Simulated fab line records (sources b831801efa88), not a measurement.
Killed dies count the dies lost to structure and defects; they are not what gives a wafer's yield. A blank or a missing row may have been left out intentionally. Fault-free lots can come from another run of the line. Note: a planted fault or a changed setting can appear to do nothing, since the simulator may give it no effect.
Struck lot and sound lot, side by side -- flow gf180mcu -- 14 out of 602 route steps
Sound: wafers L588.4, L588.5, L588.6. The struck wafers were L585.3, L585.4, L585.5. The cause is named last.
Each step with rows lists, per side, the tool, then ch with its chambers, then its first start. Under that, the readings that differ: sound wafers -- struck wafers -- difference of the means -- sigmas: that difference in standard deviations of wafers without a fault.
alike: readings with means less than 2 such deviations apart, plus words and numbers identical on both sides. not compared: withheld readings, readings lacking a value on some wafer, bounds such as >300 that could conceal the same value, and numbers that have no deviation in the record and whose values overlap.
A row with sigmas, a row that says differs or no value, or rows on one side alone: a step with any of these is where the two part. Non-overlapping numbers with no deviation appear without sigmas and do not part them. A reading that every wafer of one side lacks parts them only if that side has two wafers or more.

first, 2 steps without rows for these wafers: GF_M1_CLEAN_19 (cleans in DIW); GF_V1_CVD_00 (deposits SiO2, target thk 600 nm, time 100 s).
GF_V1_THK_MEAS_01:
  sound on film-metro-03, day 23 04:14; struck on film-metro-02, day 22 06:31
  alike: V1_CVD_00_THK
GF_V1_CVD_02: deposits SiO2 from TEOS, target thk 850 nm, time 94.851 s.
  sound on pecvd-02 ch 0,1,2, day 23 04:18; struck on pecvd-04 ch 1,2, day 22 06:34
  alike: heater-power-w
  not compared: since-wet-clean-h
GF_V1_THK_MEAS_03:
  sound on film-metro-02, day 23 04:22; struck on film-metro-03, day 22 06:39
  alike: V1_CVD_02_THK
GF_V1_CMP_04: polishes SiO2.
  sound on cmp-01 ch 1,2, day 23 04:24; struck on cmp-01 ch 0,1,3, day 22 06:47
  alike: motor-current-A, time-to-endpoint-s
GF_V1_BOW_MEAS_05:
  sound on film-metro-03, day 23 04:46; struck on film-metro-02, day 22 07:02
  alike: V1_BOW
then, 5 steps without rows for these wafers: GF_V1_DEHYDRATE_06 (time 60 s); GF_V1_HMDS_07 (prime time 60 s); GF_V1_COAT_08; GF_V1_COAT_09 (resist thk 1000 nm); GF_V1_SOFTBAKE_10 (time 60 s).
GF_V1_EXPOSE_11: exposes mask Via1, target cd 260 nm.
  sound on krf-scanner-01 ch 0, day 23 16:08; struck on krf-scanner-01, day 22 18:44
  no value came back on the struck wafers for exposure-dose-mJ-cm2, focus-offset-nm (nm), stage-vel-mm-s (mm/s); on the sound wafers exposure-dose-mJ-cm2 reads 37.96 37.97 38.03
  alike: mask
then, 1 step without rows for these wafers: GF_V1_PEB_12 (peb time 90 s).

## WHERE THEY PART
Only at GF_V1_EXPOSE_11, as far as this record shows.

WHY: whatever the simulator had introduced
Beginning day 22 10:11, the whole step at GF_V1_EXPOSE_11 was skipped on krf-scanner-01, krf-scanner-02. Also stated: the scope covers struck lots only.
